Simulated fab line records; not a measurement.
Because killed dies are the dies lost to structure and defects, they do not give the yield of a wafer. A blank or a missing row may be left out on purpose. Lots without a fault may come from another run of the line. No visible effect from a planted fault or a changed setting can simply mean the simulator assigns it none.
fab line records	flow sky130
record: lots: 5	wafers: 23
route steps=708 shown FIELD_ISO@2 NWELL@32 DNWELL@37 VT_ADJUST_HVTP@91 VT_ADJUST_LVTN@116 VT_ADJUST_NCORE@128 VT_ADJUST_HVTR@140 SONOS_TUNNEL@160
startH: hours from the record's first day to the start of the lot's first wafer shown	waitH: time in hours since the lot's previous step	" as in the row above	L1.1+2: several wafers, shown together as one row	- value missing, or start not given	* or withheld: withheld	< > ~ a bound
route shown NAME@n: a module of which the file shows steps, and the number in the route of the first	usual: average and standard deviation across the fault-free wafers	same: alike in all rows	chamber/n: place in a boat	sites: per-site readings	_std_site: the values' standard deviation	_edge_site: outer sites' mean less inner sites'	radiusMm: for every site, how far away it sits from the centre of the wafer	mask NAME#n: copy n	behind: the most recent tool/chamber to have shaped the wafer	hold: the reason the lot was held/the length of the hold in hours/how it ended	device: which transistor (n, p or np) failed to switch	end of line: the route-end tests of the same wafers	a step without rows: its recipe alone	killed: dies lost to structure and defects at the first sort, not the wafer's yield	map: a wafer's dies, x killed, . not, _ none there
set.NAME: the setting as run; set.NAME@STEP: as run at that earlier step	model.NAME: the simulator's own value behind a step, which no gauge read
lots run with intentionally changed settings; tables by step, rows by wafer
== steps ==
step: SKY_FIELD_ISO_OXIDATION_01
recipe: tempC: 900	ambient: O2	stabiliseS: 600	purgeS: 300	targetThkA: 120	oxTimeS: 1843
lot.wafer	tool	chamber	startH	waitH	set.oxTimeS	model.SiO2_of_FIELD_ISO_OXIDATION_01.thkNm
L074.1	-	-	-	0.4	1977	13.15
L074.2	"	-	"	"	1977	13.13
L074.3+4	"	-	"	"	1977	12.98
L074.6	"	-	"	"	1977	12.85
L078.1	-	-	-	0.4	1843	12.36
L078.2	"	-	"	"	1843	12.56
L078.4	"	-	"	"	1843	12.34
L078.5	"	-	"	"	1843	12.39
L078.6	"	-	"	"	1843	12.48
L081.2	furnace-01	0	46.84	1.8	1843	12.12
L081.3	"	0	"	"	1843	12.11
L081.6	"	0	"	"	1843	12.22
L083.1	-	-	-	3.7	1997	12.8
L083.2	"	-	"	"	1997	12.86
L083.4	"	-	"	"	1997	12.76
L083.5	"	-	"	"	1997	12.73
L083.6	"	-	"	"	1997	12.56
L085.1	-	-	-	1.9	1647	11.27
L085.2	"	-	"	"	1647	11.2
L085.3	"	-	"	"	1647	11.18
L085.4	"	-	"	"	1647	11.43
L085.6	"	-	"	"	1647	11.29
step: SKY_FIELD_ISO_THK_MEAS_02
recipe: reads: SiO2_of_FIELD_ISO_OXIDATION_01
usual: FIELD_ISO_OXIDATION_00_THK: 12.08/0.22
lot.wafer	tool	chamber	startH	waitH	set.oxTimeS@FIELD_ISO_OXIDATION_01	FIELD_ISO_OXIDATION_00_THK[nm]
L074.1	filmMetro-03	-	-	-	1977	13.13
L074.2	"	-	"	"	1977	13.12
L074.3	"	-	"	"	1977	12.98
L074.4	"	-	"	"	1977	12.99
L074.6	"	-	"	"	1977	12.87
L078.1	filmMetro-03	-	-	-	1843	12.38
L078.2	"	-	"	"	1843	12.56
L078.4	"	-	"	"	1843	12.33
L078.5	"	-	"	"	1843	12.42
L078.6	"	-	"	"	1843	12.53
L081.2	filmMetro-02	-	48.36	0.0	1843	12.12
L081.3	"	-	"	"	1843	12.08
L081.6	"	-	"	"	1843	12.25
L083.1	filmMetro-02	-	-	-	1997	12.81
L083.2	"	-	"	"	1997	12.83
L083.4	"	-	"	"	1997	12.84
L083.5	"	-	"	"	1997	12.75
L083.6	"	-	"	"	1997	12.54
L085.1	filmMetro-01	-	-	-	1647	11.26
L085.2	"	-	"	"	1647	11.21
L085.3	"	-	"	"	1647	11.19
L085.4	"	-	"	"	1647	11.45
L085.6	"	-	"	"	1647	11.30
step: SKY_FIELD_ISO_WET_ETCH_30
recipe: chemistry: dHF	targetDepthNm: 25	target: SiO2	dilution: 10:1	tempC: 25	timeS: 50
lot.wafer	tool	chamber	startH	waitH	set.timeS	model.SiO2_of_FIELD_ISO_CVD_24.thkNm
L074.1	-	-	-	0.0	45.51	408.1
L074.2+4	"	-	"	"	45.51	406.5
L074.3	"	-	"	"	45.51	407.6
L074.6	"	-	"	"	45.51	407.2
L078.1	-	-	-	0.0	56.5	400.2
L078.2	"	-	"	"	56.5	399.9
L078.4	"	-	"	"	56.5	400.9
L078.5	"	-	"	"	56.5	401.8
L078.6	"	-	"	"	56.5	400.8
L081.2	wetBench-02	0	72.22	0.0	50	405.8
L081.3	"	0	"	"	50	404.2
L081.6	"	0	"	"	50	405.4
L083.1	-	-	-	0.0	50	405.9
L083.2	"	-	"	"	50	404.1
L083.4+5	"	-	"	"	50	405.6
L083.6	"	-	"	"	50	404
L085.1	-	-	-	0.0	42.85	410.4
L085.2	"	-	"	"	42.85	407.4
L085.3	"	-	"	"	42.85	408.8
L085.4	"	-	"	"	42.85	409.2
L085.6	"	-	"	"	42.85	409
step: SKY_NWELL_CLEAN_00
recipe: chemistry: SC1/SC2	mix: 1:4:20	tempC: 70	timeS: 150	dry: n2Spin
lot.wafer	tool	chamber	startH	waitH	set.timeS@FIELD_ISO_WET_ETCH_30	model.SiO2_of_FIELD_ISO_CVD_24.thkNm
L074.1	wetBench-02	0	-	-	45.51	407.5
L074.2+4	"	0	"	"	45.51	405.9
L074.3	"	0	"	"	45.51	406.9
L074.6	"	0	"	"	45.51	406.5
L078.1	wetBench-02	2	-	-	56.5	399.5
L078.2	"	2	"	"	56.5	399.2
L078.4	"	2	"	"	56.5	400.2
L078.5	"	2	"	"	56.5	401.1
L078.6	"	2	"	"	56.5	400.1
L081.2	wetBench-03	3	72.24	0.0	50	405.2
L081.3	"	3	"	"	50	403.6
L081.6	"	3	"	"	50	404.8
L083.1	wetBench-02	3	-	-	50	405.2
L083.2	"	3	"	"	50	403.4
L083.4+5	"	3	"	"	50	404.9
L083.6	"	3	"	"	50	403.3
L085.1	wetBench-02	0	-	-	42.85	409.7
L085.2	"	0	"	"	42.85	406.7
L085.3	"	0	"	"	42.85	408.1
L085.4	"	0	"	"	42.85	408.5
L085.6	"	0	"	"	42.85	408.3
step: SKY_DNWELL_COAT_02
recipe: spinRpm: 2000	resistThkNm: 3000
lot.wafer	tool	chamber	startH	waitH	set.resistThkNm	model.coat_of_DNWELL_COAT_02.thkNm
L074.1+4	lithoTrack-03	0	42.40	0.1	3000	2991
L074.2	"	0	"	"	3000	2998
L074.3	"	0	"	"	3000	2995
L074.6	"	0	"	"	3000	2985
L078.1	lithoTrack-01	0	71.77	0.1	2831	2843
L078.2	"	0	"	"	2831	2835
L078.4	"	0	"	"	3000	3004
L078.5	"	0	"	"	2831	2832
L078.6	"	0	"	"	3000	3000
L081.2	lithoTrack-03	0	82.47	0.1	3000	2997
L081.3	"	0	"	"	3000	3004
L081.6	"	0	"	"	3000	3007
L083.1	lithoTrack-01	0	96.87	0.1	3000	3003
L083.2	"	0	"	"	3000	3005
L083.4	"	0	"	"	3000	3001
L083.5	"	0	"	"	3059	3069
L083.6	"	0	"	"	3059	3066
L085.1	lithoTrack-03	0	104.00	0.1	3066	3056
L085.2	"	0	"	"	3000	2986
L085.3	"	0	"	"	3000	2993
L085.4	"	0	"	"	3066	3057
L085.6	"	0	"	"	3000	2995
step: SKY_DNWELL_SOFTBAKE_03
recipe: tempC: 110	timeS: withheld
step: SKY_DNWELL_EXPOSE_04
recipe: maskId: DNM	na: 0.57	targetCdNm: 3000	doseMj: 222
step: SKY_DNWELL_DEVELOP_06
recipe: wallAngleDeg: 90	developer: TMAH	developTimeS: 60	devTempC: 23
step: SKY_DNWELL_IMPLANT_07
recipe: species: P	energyKev: withheld	doseCm2: withheld	tiltDeg: withheld
step: SKY_DNWELL_STRIP_08
recipe: chemistry: O2/N2	powerW: 1400	pressureMtorr: 1500	platenTempC: withheld	o2FlowSccm: 3000	n2FlowSccm: 300	overashFraction: 0.5
usual: stripTimeToEndpointS: 36.93/0.095
lot.wafer	tool	chamber	startH	waitH	set.resistThkNm@DNWELL_COAT_02	stripTimeToEndpointS
L074.1	plasmaAsher-02	1	50.45	0.1	3000	36.80
L074.2	"	0	"	"	3000	36.88
L074.3	"	0	"	"	3000	36.87
L074.4	"	1	"	"	3000	36.81
L074.6	"	1	"	"	3000	36.75
L078.1	plasmaAsher-02	1	81.12	0.1	2831	35.13
L078.2	"	0	"	"	2831	35.04
L078.4	"	1	"	"	3000	36.96
L078.5	"	0	"	"	2831	35.01
L078.6	"	1	"	"	3000	36.89
L081.2	plasmaAsher-04	0	91.54	0.1	3000	36.86
L081.3	"	0	"	"	3000	36.96
L081.6	"	1	"	"	3000	36.99
L083.1	plasmaAsher-04	1	106.25	0.1	3000	36.96
L083.2	"	0	"	"	3000	36.96
L083.4	"	0	"	"	3000	36.90
L083.5	"	1	"	"	3059	37.68
L083.6	"	0	"	"	3059	37.65
L085.1	plasmaAsher-04	1	112.54	0.1	3066	37.54
L085.2	"	0	"	"	3000	36.75
L085.3	"	1	"	"	3000	36.82
L085.4	"	0	"	"	3066	37.55
L085.6	"	0	"	"	3000	36.85
step: SKY_NWELL_IMPLANT_13
recipe: species: P	energyKev: 50	doseCm2: 7e+11	tiltDeg: withheld
lot.wafer	tool	chamber	startH	waitH	set.energyKev	model.implant.rpNm	model.implant.drpNm
L074.1+2+3	implanter-04	0	83.52	0.1	50	61.71	25.55
L074.4+6	"	0	"	"	51.35	63.38	26.12
L078.1+5	implanter-04	0	116.57	0.1	50	60.84	25.55
L078.2+4+6	"	0	"	"	48.89	59.48	25.07
L081.2+3+6	implanter-02	0	127.36	0.1	50	60.41	25.55
L083.1+2+4+5+6	implanter-04	0	139.30	0.1	50	57.46	25.55
L085.1+2+4	implanter-04	0	146.28	0.1	50	60.89	25.55
L085.3+6	"	0	"	"	48.42	58.95	24.87
step: SKY_VT_ADJUST_HVTP_DEVELOP_06
recipe: resist: NOVOLAK	developer: TMAH	developTimeS: 60	devTempC: 23
lot.wafer	tool	chamber	startH	waitH	set.developTimeS
L074.1+6	lithoTrack-02	0	118.77	0.1	52.8
L074.2+3+4	"	0	"	"	60
L078.1+2+4+5+6	lithoTrack-02	0	152.37	0.1	60
L081.2+3+6	lithoTrack-02	0	164.09	0.1	60
L083.1+2+5	lithoTrack-03	0	179.40	0.1	60
L083.4+6	"	0	"	"	64.05
L085.1+2+3+4+6	lithoTrack-03	0	187.05	0.1	60
step: SKY_VT_ADJUST_HVTP_CD_MEAS_07
recipe: targetCdNm: 380
usual: cdNm: 379.6/2.8
lot.wafer	tool	chamber	startH	waitH	set.developTimeS@VT_ADJUST_HVTP_DEVELOP_06	cdNm
L074.1	cdSem-02	-	118.92	0.1	52.8	361.8
L074.2	"	-	"	"	60	374.8
L074.3	"	-	"	"	60	377.9
L074.4	"	-	"	"	60	376.6
L074.6	"	-	"	"	52.8	363.5
L078.1	cdSem-02	-	152.52	0.1	60	383.3
L078.2	"	-	"	"	60	380.4
L078.4	"	-	"	"	60	381.2
L078.5	"	-	"	"	60	381.9
L078.6	"	-	"	"	60	380.3
L081.2	cdSem-01	-	164.24	0.1	60	378.5
L081.3	"	-	"	"	60	376.3
L081.6	"	-	"	"	60	377.0
L083.1	cdSem-02	-	179.55	0.1	60	384.8
L083.2	"	-	"	"	60	382.6
L083.4	"	-	"	"	64.05	386.9
L083.5	"	-	"	"	60	381.0
L083.6	"	-	"	"	64.05	387.3
L085.1	cdSem-01	-	187.20	0.1	60	379.8
L085.2	"	-	"	"	60	382.7
L085.3	"	-	"	"	60	378.2
L085.4	"	-	"	"	60	379.5
L085.6	"	-	"	"	60	376.4
step: SKY_VT_ADJUST_HVTP_STRIP_10
recipe: chemistry: O2/N2	powerW: 1400	pressureMtorr: 1500	platenTempC: withheld	o2FlowSccm: 3000	n2FlowSccm: 300	overashFraction: 0.5
usual: oesProductAu: 0.716/0.0042	stripTimeToEndpointS: 14.19/0.045
lot.wafer	tool	chamber	startH	waitH	set.pressureMtorr	oesProductAu	stripTimeToEndpointS
L074.1	plasmaAsher-01	1	119.22	0.1	1702	0.740	13.74
L074.2	"	0	"	"	1702	0.721	13.75
L074.3	"	1	"	"	1702	0.727	13.76
L074.4	"	0	"	"	1702	0.727	13.81
L074.6	"	1	"	"	1702	0.733	13.80
L078.1	plasmaAsher-01	0	152.82	0.1	1435	0.708	14.40
L078.2	"	1	"	"	1435	0.706	14.33
L078.4	"	1	"	"	1435	0.709	14.37
L078.5	"	1	"	"	1435	0.703	14.42
L078.6	"	0	"	"	1435	0.713	14.44
L081.2	plasmaAsher-01	1	164.52	0.1	1500	0.717	14.19
L081.3	"	0	"	"	1500	0.715	14.22
L081.6	"	0	"	"	1500	0.722	14.16
L083.1	plasmaAsher-04	0	180.05	0.1	1644	0.726	13.88
L083.2	"	1	"	"	1644	0.732	13.85
L083.4	"	1	"	"	1644	0.729	13.83
L083.5	"	0	"	"	1644	0.730	13.90
L083.6	"	1	"	"	1644	0.728	13.90
L085.1	plasmaAsher-04	0	187.50	0.1	1579	0.728	13.98
L085.2	"	1	"	"	1579	0.724	13.98
L085.3	"	1	"	"	1579	0.719	13.98
L085.4	"	0	"	"	1579	0.732	14.01
L085.6	"	0	"	"	1579	0.721	14.00
step: SKY_VT_ADJUST_LVTN_IMPLANT_19
recipe: species: B	energyKev: 30	doseCm2: 6.5e+11	tiltDeg: withheld
lot.wafer	tool	chamber	startH	waitH	set.doseCm2
L074.1+2+3+4+6	implanter-03	0	153.72	0.0	6.5e+11
L078.1+2+4	implanter-03	0	193.07	0.0	6.5e+11
L078.5+6	"	0	"	"	6.789e+11
L081.2+3+6	implanter-02	0	206.23	0.0	6.5e+11
L083.1+2+4	implanter-02	0	222.67	0.0	6.5e+11
L083.5+6	"	0	"	"	6.355e+11
L085.1+2	implanter-03	0	232.41	0.0	6.984e+11
L085.3+4+6	"	0	"	"	6.5e+11
step: SKY_VT_ADJUST_LVTN_STRIP_20
recipe: chemistry: O2/N2	powerW: 1400	pressureMtorr: 1500	platenTempC: withheld	o2FlowSccm: 3000	n2FlowSccm: 300	overashFraction: 0.5
step: SKY_VT_ADJUST_LVTN_TW_MEAS_21
usual: VT_ADJUST_LVTN_2_TW: 189.3/0.95
lot.wafer	tool	chamber	startH	waitH	set.doseCm2@VT_ADJUST_LVTN_IMPLANT_19	VT_ADJUST_LVTN_2_TW
L074.1	filmMetro-02	-	153.97	0.1	6.5e+11	188.0
L074.2	"	-	"	"	6.5e+11	188.2
L074.3	"	-	"	"	6.5e+11	187.6
L074.4	"	-	"	"	6.5e+11	187.4
L074.6	"	-	"	"	6.5e+11	188.6
L078.1	filmMetro-04	-	193.32	0.1	6.5e+11	189.6
L078.2	"	-	"	"	6.5e+11	190.4
L078.4	"	-	"	"	6.5e+11	189.7
L078.5	"	-	"	"	6.789e+11	192.4
L078.6	"	-	"	"	6.789e+11	192.3
L081.2	filmMetro-03	-	206.47	0.1	6.5e+11	188.5
L081.3	"	-	"	"	6.5e+11	189.4
L081.6	"	-	"	"	6.5e+11	188.9
L083.1	filmMetro-02	-	222.92	0.1	6.5e+11	189.1
L083.2	"	-	"	"	6.5e+11	188.6
L083.4	"	-	"	"	6.5e+11	189.1
L083.5	"	-	"	"	6.355e+11	187.4
L083.6	"	-	"	"	6.355e+11	186.7
L085.1	filmMetro-03	-	232.66	0.1	6.984e+11	192.0
L085.2	"	-	"	"	6.984e+11	192.2
L085.3	"	-	"	"	6.5e+11	188.2
L085.4	"	-	"	"	6.5e+11	188.8
L085.6	"	-	"	"	6.5e+11	188.9
step: SKY_VT_ADJUST_NCORE_IMPLANT_09
recipe: species: B	energyKev: 10	doseCm2: 2.4e+12	tiltDeg: withheld
lot.wafer	tool	chamber	startH	waitH	set.doseCm2
L074.1+2+3+4+6	implanter-02	0	172.69	0.0	2.4e+12
L078.1+5	implanter-02	0	214.63	0.0	2.4e+12
L078.2+4+6	"	0	"	"	2.349e+12
L081.2+3+6	implanter-02	0	227.97	0.0	2.4e+12
L083.1+5+6	implanter-04	0	246.02	0.0	2.276e+12
L083.2+4	"	0	"	"	2.4e+12
L085.1+3+4	implanter-01	0	257.14	0.0	2.228e+12
L085.2+6	"	0	"	"	2.4e+12
step: SKY_VT_ADJUST_NCORE_STRIP_10
recipe: chemistry: O2/N2	powerW: 1400	pressureMtorr: 1500	platenTempC: withheld	o2FlowSccm: 3000	n2FlowSccm: 300	overashFraction: 0.5
step: SKY_VT_ADJUST_NCORE_TW_MEAS_11
usual: VT_ADJUST_NCORE_TW: 220.8/1.4
lot.wafer	tool	chamber	startH	waitH	set.doseCm2@VT_ADJUST_NCORE_IMPLANT_09	VT_ADJUST_NCORE_TW
L074.1	filmMetro-02	-	172.94	0.1	2.4e+12	220.9
L074.2	"	-	"	"	2.4e+12	220.5
L074.3	"	-	"	"	2.4e+12	221.5
L074.4	"	-	"	"	2.4e+12	220.2
L074.6	"	-	"	"	2.4e+12	220.3
L078.1	filmMetro-01	-	214.88	0.1	2.4e+12	220.9
L078.2	"	-	"	"	2.349e+12	220.6
L078.4	"	-	"	"	2.349e+12	220.0
L078.5	"	-	"	"	2.4e+12	220.7
L078.6	"	-	"	"	2.349e+12	221.6
L081.2	filmMetro-03	-	228.20	0.1	2.4e+12	220.8
L081.3	"	-	"	"	2.4e+12	219.4
L081.6	"	-	"	"	2.4e+12	220.1
L083.1	filmMetro-02	-	246.27	0.1	2.276e+12	218.6
L083.2	"	-	"	"	2.4e+12	220.3
L083.4	"	-	"	"	2.4e+12	219.9
L083.5	"	-	"	"	2.276e+12	216.5
L083.6	"	-	"	"	2.276e+12	216.6
L085.1	filmMetro-02	-	257.39	0.1	2.228e+12	215.9
L085.2	"	-	"	"	2.4e+12	220.6
L085.3	"	-	"	"	2.228e+12	216.2
L085.4	"	-	"	"	2.228e+12	215.6
L085.6	"	-	"	"	2.4e+12	220.5
step: SKY_VT_ADJUST_HVTR_IMPLANT_09
recipe: species: B	energyKev: 10	doseCm2: 2.1e+12	tiltDeg: withheld
lot.wafer	tool	chamber	startH	waitH	set.doseCm2
L074.1+2+3	implanter-03	0	193.97	0.0	1.992e+12
L074.4+6	"	0	"	"	2.1e+12
L078.1+2	implanter-03	0	237.32	0.0	2.1e+12
L078.4+5+6	"	0	"	"	2.256e+12
L081.2+3+6	implanter-03	0	251.85	0.0	2.1e+12
L083.1+2+6	implanter-02	0	270.25	0.0	1.948e+12
L083.4+5	"	0	"	"	2.1e+12
L085.1+4	implanter-02	0	281.72	0.0	2.1e+12
L085.2+3+6	"	0	"	"	2.224e+12
step: SKY_VT_ADJUST_HVTR_STRIP_10
recipe: chemistry: O2/N2	powerW: 1400	pressureMtorr: 1500	platenTempC: withheld	o2FlowSccm: 3000	n2FlowSccm: 300	overashFraction: 0.5
usual: oesProductAu: 0.716/0.0044	stripTimeToEndpointS: 14.16/0.033
lot.wafer	tool	chamber	startH	waitH	set.powerW	oesProductAu	stripTimeToEndpointS
L074.1	plasmaAsher-04	0	194.12	0.1	1551	0.759	13.06
L074.2	"	1	"	"	1551	0.765	13.09
L074.3	"	1	"	"	1400	0.713	14.19
L074.4	"	0	"	"	1551	0.761	13.04
L074.6	"	1	"	"	1400	0.714	14.14
L078.1	plasmaAsher-03	0	237.47	0.1	1400	0.709	14.22
L078.2	"	1	"	"	1400	0.711	14.18
L078.4	"	1	"	"	1451	0.729	13.82
L078.5	"	1	"	"	1400	0.719	14.19
L078.6	"	0	"	"	1451	0.736	13.79
L081.2	plasmaAsher-02	0	251.97	0.1	1400	0.719	14.13
L081.3	"	0	"	"	1400	0.719	14.10
L081.6	"	0	"	"	1400	0.713	14.17
L083.1	plasmaAsher-02	1	270.40	0.1	1400	0.714	14.19
L083.2	"	0	"	"	1447	0.722	13.84
L083.4	"	1	"	"	1400	0.710	14.21
L083.5	"	1	"	"	1400	0.711	14.18
L083.6	"	0	"	"	1447	0.736	13.81
L085.1	plasmaAsher-03	0	281.87	0.1	1400	0.724	14.20
L085.2	"	1	"	"	1503	0.739	13.35
L085.3	"	0	"	"	1503	0.743	13.35
L085.4	"	1	"	"	1400	0.710	14.18
L085.6	"	1	"	"	1400	0.721	14.17
step: SKY_VT_ADJUST_HVTR_TW_MEAS_11
usual: VT_ADJUST_HVTR_TW: 213.1/1.2
lot.wafer	tool	chamber	startH	waitH	set.doseCm2@VT_ADJUST_HVTR_IMPLANT_09	VT_ADJUST_HVTR_TW
L074.1	filmMetro-01	-	194.22	0.1	1.992e+12	210.7
L074.2	"	-	"	"	1.992e+12	210.7
L074.3	"	-	"	"	1.992e+12	209.9
L074.4	"	-	"	"	2.1e+12	212.5
L074.6	"	-	"	"	2.1e+12	212.8
L078.1	filmMetro-02	-	237.57	0.1	2.1e+12	212.5
L078.2	"	-	"	"	2.1e+12	210.9
L078.4	"	-	"	"	2.256e+12	216.0
L078.5	"	-	"	"	2.256e+12	216.2
L078.6	"	-	"	"	2.256e+12	216.5
L081.2	filmMetro-02	-	252.08	0.1	2.1e+12	212.3
L081.3	"	-	"	"	2.1e+12	211.4
L081.6	"	-	"	"	2.1e+12	211.8
L083.1	filmMetro-01	-	270.50	0.1	1.948e+12	209.6
L083.2	"	-	"	"	1.948e+12	211.1
L083.4	"	-	"	"	2.1e+12	214.6
L083.5	"	-	"	"	2.1e+12	212.8
L083.6	"	-	"	"	1.948e+12	210.1
L085.1	filmMetro-04	-	281.97	0.1	2.1e+12	214.1
L085.2	"	-	"	"	2.224e+12	218.6
L085.3	"	-	"	"	2.224e+12	218.5
L085.4	"	-	"	"	2.1e+12	213.7
L085.6	"	-	"	"	2.224e+12	218.2
step: SKY_SONOS_TUNNEL_DEVELOP_06
recipe: resist: NOVOLAK	developer: TMAH	developTimeS: 60	devTempC: 23
lot.wafer	tool	chamber	startH	waitH	set.developTimeS
L074.1+3	lithoTrack-04	0	238.28	0.1	60
L074.2+4+6	"	0	"	"	51.32
L078.1+2+4	lithoTrack-01	0	284.02	0.1	60
L078.5+6	"	0	"	"	55.49
L081.2+3+6	lithoTrack-04	0	300.81	0.1	60
L083.1+4+6	lithoTrack-01	0	321.77	0.1	60
L083.2+5	"	0	"	"	67.88
L085.1+2+3+4+6	lithoTrack-04	0	334.23	0.1	60
step: SKY_SONOS_TUNNEL_CD_MEAS_07
recipe: targetCdNm: 410
usual: cdNm: 409.7/2.5
lot.wafer	tool	chamber	startH	waitH	set.developTimeS@SONOS_TUNNEL_DEVELOP_06	cdNm
L074.1	cdSem-02	-	238.43	0.1	60	407.2
L074.2	"	-	"	"	51.32	392.0
L074.3	"	-	"	"	60	408.2
L074.4	"	-	"	"	51.32	392.9
L074.6	"	-	"	"	51.32	390.5
L078.1	cdSem-01	-	284.17	0.1	60	411.9
L078.2	"	-	"	"	60	412.1
L078.4	"	-	"	"	60	413.8
L078.5	"	-	"	"	55.49	404.5
L078.6	"	-	"	"	55.49	405.2
L081.2	cdSem-02	-	300.95	0.1	60	410.2
L081.3	"	-	"	"	60	408.8
L081.6	"	-	"	"	60	408.3
L083.1	cdSem-02	-	321.92	0.1	60	408.8
L083.2	"	-	"	"	67.88	419.0
L083.4	"	-	"	"	60	409.9
L083.5	"	-	"	"	67.88	417.6
L083.6	"	-	"	"	60	407.7
L085.1	cdSem-02	-	334.38	0.1	60	411.0
L085.2	"	-	"	"	60	413.5
L085.3	"	-	"	"	60	412.2
L085.4	"	-	"	"	60	412.1
L085.6	"	-	"	"	60	411.2
== key ==
split: step: SKY_FIELD_ISO_OXIDATION_01	setting: oxTimeS	stated: 1843	by: lot
response: step: SKY_FIELD_ISO_OXIDATION_01	reading: model.SiO2_of_FIELD_ISO_OXIDATION_01.thkNm	change: +0.0853	per: 1%	r: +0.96
response: step: SKY_FIELD_ISO_THK_MEAS_02	reading: FIELD_ISO_OXIDATION_00_THK	change: +0.0851	per: 1%	r: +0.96
split: step: SKY_FIELD_ISO_WET_ETCH_30	setting: timeS	stated: 50	by: lot
response: step: SKY_FIELD_ISO_WET_ETCH_30	reading: model.SiO2_of_FIELD_ISO_CVD_24.thkNm	change: -0.295	per: 1%	r: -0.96
response: step: SKY_NWELL_CLEAN_00	reading: model.SiO2_of_FIELD_ISO_CVD_24.thkNm	change: -0.296	per: 1%	r: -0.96
split: step: SKY_DNWELL_COAT_02	setting: resistThkNm	stated: 3000	by: wafer
response: step: SKY_DNWELL_COAT_02	reading: model.coat_of_DNWELL_COAT_02.thkNm	change: +29.7	per: 1%	r: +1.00
response: step: SKY_DNWELL_STRIP_08	reading: stripTimeToEndpointS	change: *	per: 1%	r: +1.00
split: step: SKY_NWELL_IMPLANT_13	setting: energyKev	stated: 50	by: wafer
response: step: SKY_NWELL_IMPLANT_13	reading: model.implant.rpNm	change: +0.614	per: 1%	r: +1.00
response: step: SKY_NWELL_IMPLANT_13	reading: model.implant.drpNm	change: +0.215	per: 1%	r: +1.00
split: step: SKY_VT_ADJUST_HVTP_DEVELOP_06	setting: developTimeS	stated: 60	by: wafer
response: step: SKY_VT_ADJUST_HVTP_CD_MEAS_07	reading: cdNm	change: +1.03	per: 1%	r: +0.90
split: step: SKY_VT_ADJUST_HVTP_STRIP_10	setting: pressureMtorr	stated: 1500	by: lot
response: step: SKY_VT_ADJUST_HVTP_STRIP_10	reading: oesProductAu	change: +0.00124	per: 1%	r: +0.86
response: step: SKY_VT_ADJUST_HVTP_STRIP_10	reading: stripTimeToEndpointS	change: *	per: 1%	r: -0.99
split: step: SKY_VT_ADJUST_LVTN_IMPLANT_19	setting: doseCm2	stated: 6.5e+11	by: wafer
response: step: SKY_VT_ADJUST_LVTN_TW_MEAS_21	reading: VT_ADJUST_LVTN_2_TW	change: +0.503	per: 1%	r: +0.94
split: step: SKY_VT_ADJUST_NCORE_IMPLANT_09	setting: doseCm2	stated: 2.4e+12	by: wafer
response: step: SKY_VT_ADJUST_NCORE_TW_MEAS_11	reading: VT_ADJUST_NCORE_TW	change: +0.588	per: 1%	r: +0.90
split: step: SKY_VT_ADJUST_HVTR_IMPLANT_09	setting: doseCm2	stated: 2.1e+12	by: wafer
response: step: SKY_VT_ADJUST_HVTR_TW_MEAS_11	reading: VT_ADJUST_HVTR_TW	change: +0.575	per: 1%	r: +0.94
split: step: SKY_VT_ADJUST_HVTR_STRIP_10	setting: powerW	stated: 1400	by: wafer
response: step: SKY_VT_ADJUST_HVTR_STRIP_10	reading: oesProductAu	change: +0.00418	per: 1%	r: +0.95
response: step: SKY_VT_ADJUST_HVTR_STRIP_10	reading: stripTimeToEndpointS	change: *	per: 1%	r: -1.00
split: step: SKY_SONOS_TUNNEL_DEVELOP_06	setting: developTimeS	stated: 60	by: wafer
response: step: SKY_SONOS_TUNNEL_CD_MEAS_07	reading: cdNm	change: +0.944	per: 1%	r: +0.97
